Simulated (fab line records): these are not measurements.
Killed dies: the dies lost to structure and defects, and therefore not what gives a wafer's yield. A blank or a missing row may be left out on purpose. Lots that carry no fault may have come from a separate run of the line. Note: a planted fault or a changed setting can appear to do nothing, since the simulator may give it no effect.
What tool caused it?    flow sfq line    route of 325 steps, sampled at 1 step: 14 lots, 42 wafers

== WHAT EACH GAUGE READ, for each wafer ==
The record lacks any reading of a measuring or inspecting step that a usual standard deviation could be used to judge.

== TOOL THAT RAN EACH LOT (tool first, then ch and the chambers of the sampled wafers, then the start) ==
lot   SFQ_TRILAYER_I7_CMP_CMP_184
L499  cmp-01 ch 1,2,3, day 77 11:15
L500  cmp-01 ch 1,2,3, day 80 12:37
L501  cmp-02 ch 1,3, day 80 21:32
L502  cmp-01 ch 0,1,2, day 81 07:07
L503  cmp-01 ch 0,1, day 81 09:37
L506  cmp-01 ch 2,3, day 85 04:34
L510  cmp-01 ch 2,3, day 87 23:46
L512  cmp-01 ch 0,1,3, day 88 06:10
L513  cmp-02 ch 1,2, day 88 10:27
L514  cmp-01 ch 0,1, day 88 12:10
L515  cmp-02 ch 1,2,3, day 88 14:22
L516  cmp-01 ch 0,1,3, day 88 18:10
L518  cmp-01 ch 1,2,3, day 89 02:22
L520  cmp-02 ch 2,3, day 89 07:05
- SFQ_TRILAYER_I7_CMP_CMP_184: polishes SiO2.

== AS READ BY THE TOOLS THEMSELVES (means over the sampled wafers that have a number; for cases with no such wafer, the mark the record gives instead) ==
SFQ_TRILAYER_I7_CMP_CMP_184. Usual: head pressure psi 3.000 psi, standard deviation 0.0061; motor current A 10.3 A, standard deviation 0.72; time to endpoint s 213 s, standard deviation 6.5.
lot   tool    head pressure psi (psi)  motor current A (A)  time to endpoint s (s)  flag
L499  cmp-01  3.004                    10.9                 218                     
L500  cmp-01  2.993                    10.4                 212                     
L501  cmp-02  2.995                    10.3                 207                     
L502  cmp-01  2.325                    8.8                  274                     OFF
L503  cmp-01  2.320                    8.8                  268                     OFF
L506  cmp-01  3.003                    11.1                 216                     
L510  cmp-01  3.001                    10.2                 221                     
L512  cmp-01  3.007                    10.0                 211                     
L513  cmp-02  2.994                    9.8                  206                     
L514  cmp-01  2.999                    10.1                 222                     
L515  cmp-02  3.002                    9.7                  204                     
L516  cmp-01  2.997                    10.1                 209                     
L518  cmp-01  3.005                    10.1                 219                     
L520  cmp-02  3.005                    10.7                 213                     

== THE ANSWER, worked out from the rows above alone ==
Rule: take the mean of a lot's wafers that have a number; if it is more than 3 standard deviations from the usual mean, the lot is off. Also off: a lot with no number at a reading for which 4 or more lots have one. Any other lot the step has rows for is counted as sound. After the gauges, taken in route order, come the tools' own readings; for these a lot's mean is taken, as printed above. The first step at which some lot is off is used, and at that step the reading that is off furthest; a lot without a number counts as furthest.
Off: L502, L503 (SFQ_TRILAYER_I7_CMP_CMP_184, head pressure psi).
A tool fits if, at that step or a process step before it, it ran every lot that is off, and no sound lot after the first of them. Not one of the candidates tried fits.

== WHAT THE SIMULATOR HAD PUT IN ==
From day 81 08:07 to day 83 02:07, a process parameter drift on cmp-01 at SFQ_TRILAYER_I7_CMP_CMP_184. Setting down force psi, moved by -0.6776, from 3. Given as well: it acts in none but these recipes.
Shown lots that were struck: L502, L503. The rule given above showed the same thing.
